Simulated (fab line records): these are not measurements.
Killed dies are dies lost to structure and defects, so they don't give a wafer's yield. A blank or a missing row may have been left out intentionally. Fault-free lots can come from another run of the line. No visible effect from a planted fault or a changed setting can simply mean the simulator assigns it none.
fab line records :: flow sky130 :: part 2 of 2: steps 25 to 35 of 35
[record]
  lots = 5
  wafers = 15
  lastDay = 50
route steps=708 shown FIELD_ISO@13 NWELL@32 DNWELL@35 PWDE@45
lots that met no fault: taken from a fault-free run of the same line
startH: hours from the record's opening day to when the first of the lot's shown wafers began :: waitH: hours since the lot's step before :: " same as the row above :: L1.1+2: several wafers, shown together as one row :: - no value, or no start was given :: * or withheld: withheld :: < > ~ a bound
route shown NAME@n: a module of which the file shows steps, and the number in the route of the first :: usual: average and standard deviation across the fault-free wafers :: same: alike in all rows :: chamber/n: place in a boat :: sites: the reading at each site :: _std_site: standard deviation across them :: _edge_site: the outer-site mean with the inner-site mean subtracted :: radiusMm: for every site, how far away it sits from the centre of the wafer :: mask NAME#n: copy n :: behind: the most recent tool/chamber to have shaped the wafer :: hold: why the lot was held/for how many hours/how that ended :: device: whichever transistor did not switch (one of n, p or np) :: end of line: the route-end tests of the same wafers :: for a step that has no rows: nothing shown but its recipe :: killed: at the first sort, the dies lost to defects and structure; wafer yield is something else :: map: dies across one wafer; x = killed, . = not, _ = none there
set.NAME: the setting that was run; set.NAME@STEP: the one run at that earlier step :: model.NAME: the simulator's own value behind a step, which no gauge read
lots at selected steps of the route; one table per step, one row per wafer
services: the hour from which a tool's chamber was out of use, counted from the record's first day as startH (under 0 if before that day), plus the number of hours and why
[[steps]]
[step SKY_DNWELL_COAT_02]
[recipe]
  spinRpm = 2000
  resistThkNm = 3000
[usual]
  dispensePressureKPa = 47.5/1.8
  spinSpeedRpm = 2000.0/1.1
lot.wafer: L076.1
tool: lithoTrack-04
chamber: 0
startH: 56.21
waitH: 0.1
dispensePressureKPa: 49.7
spinSpeedRpm: 2000.8

lot.wafer: L076.2
tool: lithoTrack-04
chamber: 0
startH: 56.21
waitH: 0.1
dispensePressureKPa: 49.7
spinSpeedRpm: 1999.9

lot.wafer: L076.6
tool: lithoTrack-04
chamber: 0
startH: 56.21
waitH: 0.1
dispensePressureKPa: 49.7
spinSpeedRpm: 2001.4

lot.wafer: L085.2
tool: lithoTrack-04
chamber: 0
startH: 110.88
waitH: 0.1
dispensePressureKPa: 49.7
spinSpeedRpm: 2001.4

lot.wafer: L085.4
tool: lithoTrack-04
chamber: 0
startH: 110.88
waitH: 0.1
dispensePressureKPa: 49.7
spinSpeedRpm: 2001.8

lot.wafer: L085.6
tool: lithoTrack-04
chamber: 0
startH: 110.88
waitH: 0.1
dispensePressureKPa: 49.6
spinSpeedRpm: 2001.7

lot.wafer: L090.1
tool: lithoTrack-02
chamber: 0
startH: 132.84
waitH: 0.1
dispensePressureKPa: 45.7
spinSpeedRpm: 1999.6

lot.wafer: L090.3
tool: lithoTrack-02
chamber: 0
startH: 132.84
waitH: 0.1
dispensePressureKPa: 45.7
spinSpeedRpm: 1999.6

lot.wafer: L090.5
tool: lithoTrack-02
chamber: 0
startH: 132.84
waitH: 0.1
dispensePressureKPa: 45.7
spinSpeedRpm: 1999.0

lot.wafer: L095.1
tool: lithoTrack-04
chamber: 0
startH: 158.26
waitH: 0.1
dispensePressureKPa: 49.7
spinSpeedRpm: 1999.8

lot.wafer: L095.4
tool: lithoTrack-04
chamber: 0
startH: 158.26
waitH: 0.1
dispensePressureKPa: 49.7
spinSpeedRpm: 2001.4

lot.wafer: L095.5
tool: lithoTrack-04
chamber: 0
startH: 158.26
waitH: 0.1
dispensePressureKPa: 49.7
spinSpeedRpm: 1999.6

lot.wafer: L097.2
tool: lithoTrack-02
chamber: 0
startH: 164.72
waitH: 0.1
dispensePressureKPa: 45.7
spinSpeedRpm: 2002.4

lot.wafer: L097.3
tool: lithoTrack-02
chamber: 0
startH: 164.72
waitH: 0.1
dispensePressureKPa: 45.7
spinSpeedRpm: 1999.7

lot.wafer: L097.5
tool: lithoTrack-02
chamber: 0
startH: 164.72
waitH: 0.1
dispensePressureKPa: 45.7
spinSpeedRpm: 1999.1
[step SKY_DNWELL_SOFTBAKE_03]
[recipe]
  tempC = 110
  timeS = withheld
[usual]
  heaterPowerTotalW = 65.32/0.13
lot.wafer: L076.1
tool: lithoTrack-04
chamber: 0
startH: 56.36
waitH: 0.1
heaterPowerTotalW: 65.19

lot.wafer: L076.2
tool: lithoTrack-04
chamber: 0
startH: 56.36
waitH: 0.1
heaterPowerTotalW: 65.39

lot.wafer: L076.6
tool: lithoTrack-04
chamber: 0
startH: 56.36
waitH: 0.1
heaterPowerTotalW: 65.21

lot.wafer: L085.2
tool: lithoTrack-04
chamber: 0
startH: 111.04
waitH: 0.1
heaterPowerTotalW: 65.32

lot.wafer: L085.4
tool: lithoTrack-04
chamber: 0
startH: 111.04
waitH: 0.1
heaterPowerTotalW: 65.10

lot.wafer: L085.6
tool: lithoTrack-04
chamber: 0
startH: 111.04
waitH: 0.1
heaterPowerTotalW: 65.53

lot.wafer: L090.1
tool: lithoTrack-02
chamber: 0
startH: 132.99
waitH: 0.1
heaterPowerTotalW: 65.44

lot.wafer: L090.3
tool: lithoTrack-02
chamber: 0
startH: 132.99
waitH: 0.1
heaterPowerTotalW: 65.54

lot.wafer: L090.5
tool: lithoTrack-02
chamber: 0
startH: 132.99
waitH: 0.1
heaterPowerTotalW: 65.46

lot.wafer: L095.1
tool: lithoTrack-04
chamber: 0
startH: 158.41
waitH: 0.1
heaterPowerTotalW: 65.22

lot.wafer: L095.4
tool: lithoTrack-04
chamber: 0
startH: 158.41
waitH: 0.1
heaterPowerTotalW: 65.45

lot.wafer: L095.5
tool: lithoTrack-04
chamber: 0
startH: 158.41
waitH: 0.1
heaterPowerTotalW: 65.61

lot.wafer: L097.2
tool: lithoTrack-02
chamber: 0
startH: 164.88
waitH: 0.1
heaterPowerTotalW: 65.32

lot.wafer: L097.3
tool: lithoTrack-02
chamber: 0
startH: 164.88
waitH: 0.1
heaterPowerTotalW: 65.23

lot.wafer: L097.5
tool: lithoTrack-02
chamber: 0
startH: 164.88
waitH: 0.1
heaterPowerTotalW: 65.24
[step SKY_DNWELL_EXPOSE_04]
[recipe]
  maskId = DNM
  na = 0.57
  targetCdNm = 3000
  doseMj = 222
lot.wafer: L076.1+2+6
tool: ilineStepper-02
chamber: 0
startH: -
waitH: -
mask: DNM#0

lot.wafer: L085.2+4+6
tool: ilineStepper-02
chamber: 0
startH: -
waitH: -
mask: DNM#0

lot.wafer: L090.1+3+5
tool: ilineStepper-01
chamber: 0
startH: -
waitH: -
mask: DNM#0

lot.wafer: L095.1+4+5
tool: ilineStepper-01
chamber: 0
startH: -
waitH: -
mask: DNM#0

lot.wafer: L097.2+3+5
tool: ilineStepper-01
chamber: 0
startH: -
waitH: -
mask: DNM#0
[step SKY_DNWELL_PEB_05]
[recipe]
  tempC = 115
  timeS = withheld
[usual]
  heaterPowerTotalW = 69.32/0.12
lot.wafer: L076.1
tool: lithoTrack-01
chamber: 0
startH: -
waitH: -
heaterPowerTotalW: 69.44

lot.wafer: L076.2
tool: lithoTrack-01
chamber: 0
startH: -
waitH: -
heaterPowerTotalW: 69.36

lot.wafer: L076.6
tool: lithoTrack-01
chamber: 0
startH: -
waitH: -
heaterPowerTotalW: 69.26

lot.wafer: L085.2
tool: lithoTrack-01
chamber: 0
startH: -
waitH: -
heaterPowerTotalW: 69.46

lot.wafer: L085.4
tool: lithoTrack-01
chamber: 0
startH: -
waitH: -
heaterPowerTotalW: 69.27

lot.wafer: L085.6
tool: lithoTrack-01
chamber: 0
startH: -
waitH: -
heaterPowerTotalW: 69.23

lot.wafer: L090.1
tool: lithoTrack-01
chamber: 0
startH: -
waitH: -
heaterPowerTotalW: 69.36

lot.wafer: L090.3
tool: lithoTrack-01
chamber: 0
startH: -
waitH: -
heaterPowerTotalW: 69.17

lot.wafer: L090.5
tool: lithoTrack-01
chamber: 0
startH: -
waitH: -
heaterPowerTotalW: 69.56

lot.wafer: L095.1
tool: lithoTrack-04
chamber: 0
startH: -
waitH: -
heaterPowerTotalW: 69.13

lot.wafer: L095.4
tool: lithoTrack-04
chamber: 0
startH: -
waitH: -
heaterPowerTotalW: 69.58

lot.wafer: L095.5
tool: lithoTrack-04
chamber: 0
startH: -
waitH: -
heaterPowerTotalW: 69.11

lot.wafer: L097.2
tool: lithoTrack-02
chamber: 0
startH: -
waitH: -
heaterPowerTotalW: 69.41

lot.wafer: L097.3
tool: lithoTrack-02
chamber: 0
startH: -
waitH: -
heaterPowerTotalW: 69.23

lot.wafer: L097.5
tool: lithoTrack-02
chamber: 0
startH: -
waitH: -
heaterPowerTotalW: 69.28
[step SKY_DNWELL_DEVELOP_06]
[recipe]
  wallAngleDeg = 90
  developer = TMAH
  developTimeS = 60
  devTempC = 23
[usual]
  developerTempC = 22.98/0.1
lot.wafer: L076.1
tool: lithoTrack-01
chamber: 0
startH: -
waitH: -
developerTempC: 22.93

lot.wafer: L076.2
tool: lithoTrack-01
chamber: 0
startH: -
waitH: -
developerTempC: 22.87

lot.wafer: L076.6
tool: lithoTrack-01
chamber: 0
startH: -
waitH: -
developerTempC: 23.00

lot.wafer: L085.2
tool: lithoTrack-01
chamber: 0
startH: -
waitH: -
developerTempC: 22.81

lot.wafer: L085.4
tool: lithoTrack-01
chamber: 0
startH: -
waitH: -
developerTempC: 22.96

lot.wafer: L085.6
tool: lithoTrack-01
chamber: 0
startH: -
waitH: -
developerTempC: 22.84

lot.wafer: L090.1
tool: lithoTrack-01
chamber: 0
startH: -
waitH: -
developerTempC: 23.11

lot.wafer: L090.3
tool: lithoTrack-01
chamber: 0
startH: -
waitH: -
developerTempC: 23.05

lot.wafer: L090.5
tool: lithoTrack-01
chamber: 0
startH: -
waitH: -
developerTempC: 22.91

lot.wafer: L095.1
tool: lithoTrack-04
chamber: 0
startH: -
waitH: -
developerTempC: 23.05

lot.wafer: L095.4
tool: lithoTrack-04
chamber: 0
startH: -
waitH: -
developerTempC: 23.12

lot.wafer: L095.5
tool: lithoTrack-04
chamber: 0
startH: -
waitH: -
developerTempC: 22.98

lot.wafer: L097.2
tool: lithoTrack-02
chamber: 0
startH: -
waitH: -
developerTempC: 23.04

lot.wafer: L097.3
tool: lithoTrack-02
chamber: 0
startH: -
waitH: -
developerTempC: 22.89

lot.wafer: L097.5
tool: lithoTrack-02
chamber: 0
startH: -
waitH: -
developerTempC: 22.89
[step SKY_DNWELL_IMPLANT_07]
[recipe]
  species = P
  energyKev = withheld
  doseCm2 = withheld
  tiltDeg = withheld
lot.wafer: L076.1+2+6
tool: implanter-04
chamber: 0
startH: 64.32
waitH: -

lot.wafer: L085.2+4+6
tool: implanter-03
chamber: 0
startH: 119.80
waitH: -

lot.wafer: L090.1+3+5
tool: implanter-04
chamber: 0
startH: 142.12
waitH: -

lot.wafer: L095.1+4+5
tool: implanter-04
chamber: 0
startH: 167.91
waitH: -

lot.wafer: L097.2+3+5
tool: implanter-03
chamber: 0
startH: 175.57
waitH: -
[step SKY_DNWELL_STRIP_08]
[recipe]
  chemistry = O2/N2
  powerW = 1400
  pressureMtorr = 1500
  platenTempC = withheld
  o2FlowSccm = 3000
  n2FlowSccm = 300
  overashFraction = 0.5
[usual]
  drypumpMotorCurrentA = 5.84/0.28
  oesProductAu = 0.723/0.0048
  stripTimeToEndpointS = 36.90/0.093
lot.wafer: L076.1
tool: plasmaAsher-03
chamber: 0
startH: 64.47
waitH: 0.1
drypumpMotorCurrentA: 6.07
oesProductAu: 0.725
rfHoursCounterH: 39
stripTimeToEndpointS: 36.92

lot.wafer: L076.2
tool: plasmaAsher-03
chamber: 1
startH: 64.47
waitH: 0.1
drypumpMotorCurrentA: 5.59
oesProductAu: 0.722
rfHoursCounterH: 39
stripTimeToEndpointS: 36.93

lot.wafer: L076.6
tool: plasmaAsher-03
chamber: 1
startH: 64.47
waitH: 0.1
drypumpMotorCurrentA: 5.62
oesProductAu: 0.726
rfHoursCounterH: -
stripTimeToEndpointS: 36.97

lot.wafer: L085.2
tool: plasmaAsher-03
chamber: 0
startH: 119.92
waitH: 0.1
drypumpMotorCurrentA: 6.02
oesProductAu: 0.727
rfHoursCounterH: 43
stripTimeToEndpointS: 37.00

lot.wafer: L085.4
tool: plasmaAsher-03
chamber: 0
startH: 119.92
waitH: 0.1
drypumpMotorCurrentA: 6.01
oesProductAu: 0.726
rfHoursCounterH: -
stripTimeToEndpointS: 37.05

lot.wafer: L085.6
tool: plasmaAsher-03
chamber: 0
startH: 119.92
waitH: 0.1
drypumpMotorCurrentA: 6.04
oesProductAu: 0.718
rfHoursCounterH: -
stripTimeToEndpointS: 36.94

lot.wafer: L090.1
tool: plasmaAsher-03
chamber: 1
startH: 142.27
waitH: 0.1
drypumpMotorCurrentA: 5.64
oesProductAu: 0.716
rfHoursCounterH: 45
stripTimeToEndpointS: 36.91

lot.wafer: L090.3
tool: plasmaAsher-03
chamber: 0
startH: 142.27
waitH: 0.1
drypumpMotorCurrentA: 6.06
oesProductAu: 0.712
rfHoursCounterH: -
stripTimeToEndpointS: 36.84

lot.wafer: L090.5
tool: plasmaAsher-03
chamber: 0
startH: 142.27
waitH: 0.1
drypumpMotorCurrentA: 6.06
oesProductAu: 0.722
rfHoursCounterH: -
stripTimeToEndpointS: 36.95

lot.wafer: L095.1
tool: plasmaAsher-01
chamber: 1
startH: 168.06
waitH: 0.1
drypumpMotorCurrentA: 5.90
oesProductAu: 0.729
rfHoursCounterH: 36
stripTimeToEndpointS: 36.81

lot.wafer: L095.4
tool: plasmaAsher-01
chamber: 1
startH: 168.06
waitH: 0.1
drypumpMotorCurrentA: 5.90
oesProductAu: 0.727
rfHoursCounterH: -
stripTimeToEndpointS: 36.84

lot.wafer: L095.5
tool: plasmaAsher-01
chamber: 1
startH: 168.06
waitH: 0.1
drypumpMotorCurrentA: 5.93
oesProductAu: 0.721
rfHoursCounterH: -
stripTimeToEndpointS: 36.74

lot.wafer: L097.2
tool: plasmaAsher-01
chamber: 1
startH: 175.69
waitH: 0.1
drypumpMotorCurrentA: 5.87
oesProductAu: 0.720
rfHoursCounterH: 37
stripTimeToEndpointS: 36.97

lot.wafer: L097.3
tool: plasmaAsher-01
chamber: 1
startH: 175.69
waitH: 0.1
drypumpMotorCurrentA: 5.90
oesProductAu: 0.730
rfHoursCounterH: -
stripTimeToEndpointS: 36.83

lot.wafer: L097.5
tool: plasmaAsher-01
chamber: 0
startH: 175.69
waitH: 0.1
drypumpMotorCurrentA: 5.73
oesProductAu: 0.722
rfHoursCounterH: -
stripTimeToEndpointS: 36.84
[step SKY_DNWELL_TW_MEAS_09]
[usual]
  DNWELL_TW = 1119/11
lot.wafer: L076.1
tool: filmMetro-02
chamber: -
startH: 64.57
waitH: 0.1
DNWELL_TW: 1105

lot.wafer: L076.2
tool: filmMetro-02
chamber: -
startH: 64.57
waitH: 0.1
DNWELL_TW: 1103

lot.wafer: L076.6
tool: filmMetro-02
chamber: -
startH: 64.57
waitH: 0.1
DNWELL_TW: 1096

lot.wafer: L085.2
tool: filmMetro-03
chamber: -
startH: 120.03
waitH: 0.1
DNWELL_TW: 1121

lot.wafer: L085.4
tool: filmMetro-03
chamber: -
startH: 120.03
waitH: 0.1
DNWELL_TW: 1128

lot.wafer: L085.6
tool: filmMetro-03
chamber: -
startH: 120.03
waitH: 0.1
DNWELL_TW: 1128

lot.wafer: L090.1
tool: filmMetro-03
chamber: -
startH: 142.37
waitH: 0.1
DNWELL_TW: 1115

lot.wafer: L090.3
tool: filmMetro-03
chamber: -
startH: 142.37
waitH: 0.1
DNWELL_TW: 1116

lot.wafer: L090.5
tool: filmMetro-03
chamber: -
startH: 142.37
waitH: 0.1
DNWELL_TW: 1120

lot.wafer: L095.1
tool: filmMetro-04
chamber: -
startH: 168.16
waitH: 0.1
DNWELL_TW: 1124

lot.wafer: L095.4
tool: filmMetro-04
chamber: -
startH: 168.16
waitH: 0.1
DNWELL_TW: 1121

lot.wafer: L095.5
tool: filmMetro-04
chamber: -
startH: 168.16
waitH: 0.1
DNWELL_TW: 1121

lot.wafer: L097.2
tool: filmMetro-04
chamber: -
startH: 175.80
waitH: 0.1
DNWELL_TW: 1129

lot.wafer: L097.3
tool: filmMetro-04
chamber: -
startH: 175.80
waitH: 0.1
DNWELL_TW: 1125

lot.wafer: L097.5
tool: filmMetro-04
chamber: -
startH: 175.80
waitH: 0.1
DNWELL_TW: 1129
[step SKY_PWDE_DEHYDRATE_00]
[recipe]
  tempC = 200
  timeS = 60
[usual]
  heaterPowerTotalW = 160.37/0.13
lot.wafer: L076.1
tool: lithoTrack-04
chamber: 0
startH: 72.31
waitH: 7.7
heaterPowerTotalW: 160.26

lot.wafer: L076.2
tool: lithoTrack-04
chamber: 0
startH: 72.31
waitH: 7.7
heaterPowerTotalW: 160.14

lot.wafer: L076.6
tool: lithoTrack-04
chamber: 0
startH: 72.31
waitH: 7.7
heaterPowerTotalW: 160.20

lot.wafer: L085.2
tool: lithoTrack-04
chamber: 0
startH: 128.58
waitH: 8.5
heaterPowerTotalW: 160.28

lot.wafer: L085.4
tool: lithoTrack-04
chamber: 0
startH: 128.58
waitH: 8.5
heaterPowerTotalW: 160.23

lot.wafer: L085.6
tool: lithoTrack-04
chamber: 0
startH: 128.58
waitH: 8.5
heaterPowerTotalW: 160.21

lot.wafer: L090.1
tool: lithoTrack-02
chamber: 0
startH: 151.24
waitH: 8.9
heaterPowerTotalW: 160.19

lot.wafer: L090.3
tool: lithoTrack-02
chamber: 0
startH: 151.24
waitH: 8.9
heaterPowerTotalW: 160.40

lot.wafer: L090.5
tool: lithoTrack-02
chamber: 0
startH: 151.24
waitH: 8.9
heaterPowerTotalW: 160.31

lot.wafer: L095.1
tool: lithoTrack-04
chamber: 0
startH: 177.66
waitH: 9.5
heaterPowerTotalW: 160.36

lot.wafer: L095.4
tool: lithoTrack-04
chamber: 0
startH: 177.66
waitH: 9.5
heaterPowerTotalW: 160.29

lot.wafer: L095.5
tool: lithoTrack-04
chamber: 0
startH: 177.66
waitH: 9.5
heaterPowerTotalW: 160.56

lot.wafer: L097.2
tool: lithoTrack-04
chamber: 0
startH: 184.93
waitH: 9.1
heaterPowerTotalW: 160.39

lot.wafer: L097.3
tool: lithoTrack-04
chamber: 0
startH: 184.93
waitH: 9.1
heaterPowerTotalW: 160.44

lot.wafer: L097.5
tool: lithoTrack-04
chamber: 0
startH: 184.93
waitH: 9.1
heaterPowerTotalW: 160.34
[step SKY_PWDE_HMDS_01]
[recipe]
  primeTimeS = 60
  primeTempC = 120
lot.wafer: L076.1+2+6
tool: lithoTrack-04
chamber: 0
startH: 72.46
waitH: 0.1

lot.wafer: L085.2+4+6
tool: lithoTrack-04
chamber: 0
startH: 128.73
waitH: 0.1

lot.wafer: L090.1+3+5
tool: lithoTrack-02
chamber: 0
startH: 151.39
waitH: 0.1

lot.wafer: L095.1+4+5
tool: lithoTrack-04
chamber: 0
startH: 177.81
waitH: 0.1

lot.wafer: L097.2+3+5
tool: lithoTrack-04
chamber: 0
startH: 185.08
waitH: 0.1
[step SKY_PWDE_COAT_02]
[recipe]
  spinRpm = 2000
  resistThkNm = 3000
[usual]
  dispensePressureKPa = 49.5/2.5
  spinSpeedRpm = 1999.9/1.2
lot.wafer: L076.1
tool: lithoTrack-04
chamber: 0
startH: 72.61
waitH: 0.1
dispensePressureKPa: 49.7
spinSpeedRpm: 2000.8

lot.wafer: L076.2
tool: lithoTrack-04
chamber: 0
startH: 72.61
waitH: 0.1
dispensePressureKPa: 49.7
spinSpeedRpm: 2000.6

lot.wafer: L076.6
tool: lithoTrack-04
chamber: 0
startH: 72.61
waitH: 0.1
dispensePressureKPa: 49.7
spinSpeedRpm: 1998.6

lot.wafer: L085.2
tool: lithoTrack-04
chamber: 0
startH: 128.88
waitH: 0.1
dispensePressureKPa: 49.7
spinSpeedRpm: 2001.6

lot.wafer: L085.4
tool: lithoTrack-04
chamber: 0
startH: 128.88
waitH: 0.1
dispensePressureKPa: 49.6
spinSpeedRpm: 2000.3

lot.wafer: L085.6
tool: lithoTrack-04
chamber: 0
startH: 128.88
waitH: 0.1
dispensePressureKPa: 49.7
spinSpeedRpm: 1999.3

lot.wafer: L090.1
tool: lithoTrack-02
chamber: 0
startH: 151.54
waitH: 0.1
dispensePressureKPa: 45.7
spinSpeedRpm: 1997.9

lot.wafer: L090.3
tool: lithoTrack-02
chamber: 0
startH: 151.54
waitH: 0.1
dispensePressureKPa: 45.7
spinSpeedRpm: 1998.9

lot.wafer: L090.5
tool: lithoTrack-02
chamber: 0
startH: 151.54
waitH: 0.1
dispensePressureKPa: 45.7
spinSpeedRpm: 2000.6

lot.wafer: L095.1
tool: lithoTrack-04
chamber: 0
startH: 177.96
waitH: 0.1
dispensePressureKPa: 49.7
spinSpeedRpm: 2000.5

lot.wafer: L095.4
tool: lithoTrack-04
chamber: 0
startH: 177.96
waitH: 0.1
dispensePressureKPa: 49.7
spinSpeedRpm: 2000.1

lot.wafer: L095.5
tool: lithoTrack-04
chamber: 0
startH: 177.96
waitH: 0.1
dispensePressureKPa: 49.6
spinSpeedRpm: 1999.8

lot.wafer: L097.2
tool: lithoTrack-04
chamber: 0
startH: 185.23
waitH: 0.1
dispensePressureKPa: 49.7
spinSpeedRpm: 1999.4

lot.wafer: L097.3
tool: lithoTrack-04
chamber: 0
startH: 185.23
waitH: 0.1
dispensePressureKPa: 49.7
spinSpeedRpm: 2000.3

lot.wafer: L097.5
tool: lithoTrack-04
chamber: 0
startH: 185.23
waitH: 0.1
dispensePressureKPa: 49.7
spinSpeedRpm: 2000.6
[[services]]
tool: furnace-02
chamber: -
startH: 19.82
hours: 3.7
kind: pm

tool: implanter-04
chamber: -
startH: 31.16
hours: 5.7
kind: pm

tool: hdpcvd-01
chamber: -
startH: 40.13
hours: 5.5
kind: pm

tool: implanter-04
chamber: -
startH: 41.53
hours: 4.5
kind: repair

tool: rieSi-01
chamber: 3
startH: 44.51
hours: 15.3
kind: repair

tool: ilineStepper-01
chamber: -
startH: 44.79
hours: 1.7
kind: pm

tool: implanter-04
chamber: -
startH: 47.21
hours: 6.8
kind: pm

tool: rieDiel-02
chamber: 2
startH: 48.47
hours: 3.7
kind: repair

tool: plasmaAsher-01
chamber: -
startH: 63.65
hours: 2.8
kind: pm

tool: plasmaAsher-03
chamber: -
startH: 76.59
hours: 3.0
kind: repair

tool: wetBench-01
chamber: -
startH: 78.31
hours: 1.2
kind: repair

tool: wetBench-04
chamber: -
startH: 80.42
hours: 11.8
kind: repair

tool: plasmaAsher-03
chamber: -
startH: 81.00
hours: 9.2
kind: repair

tool: plasmaAsher-03
chamber: -
startH: 81.67
hours: 0.3
kind: repair

tool: rieDiel-03
chamber: 0
startH: 89.07
hours: 87.4
kind: repair

tool: rieDiel-03
chamber: 1
startH: 108.99
hours: 6.6
kind: repair

tool: plasmaAsher-03
chamber: -
startH: 110.42
hours: 1.1
kind: repair

tool: plasmaAsher-03
chamber: -
startH: 122.70
hours: 4.0
kind: repair

tool: plasmaAsher-03
chamber: -
startH: 131.09
hours: 4.3
kind: pm

tool: plasmaAsher-01
chamber: -
startH: 156.39
hours: 0.7
kind: repair

tool: plasmaAsher-03
chamber: -
startH: 166.67
hours: 1.1
kind: repair

tool: furnace-01
chamber: -
startH: 168.75
hours: 2.5
kind: pm

tool: rieDiel-03
chamber: 3
startH: 174.79
hours: 10.3
kind: repair

tool: furnace-01
chamber: -
startH: 182.13
hours: 2.9
kind: pm
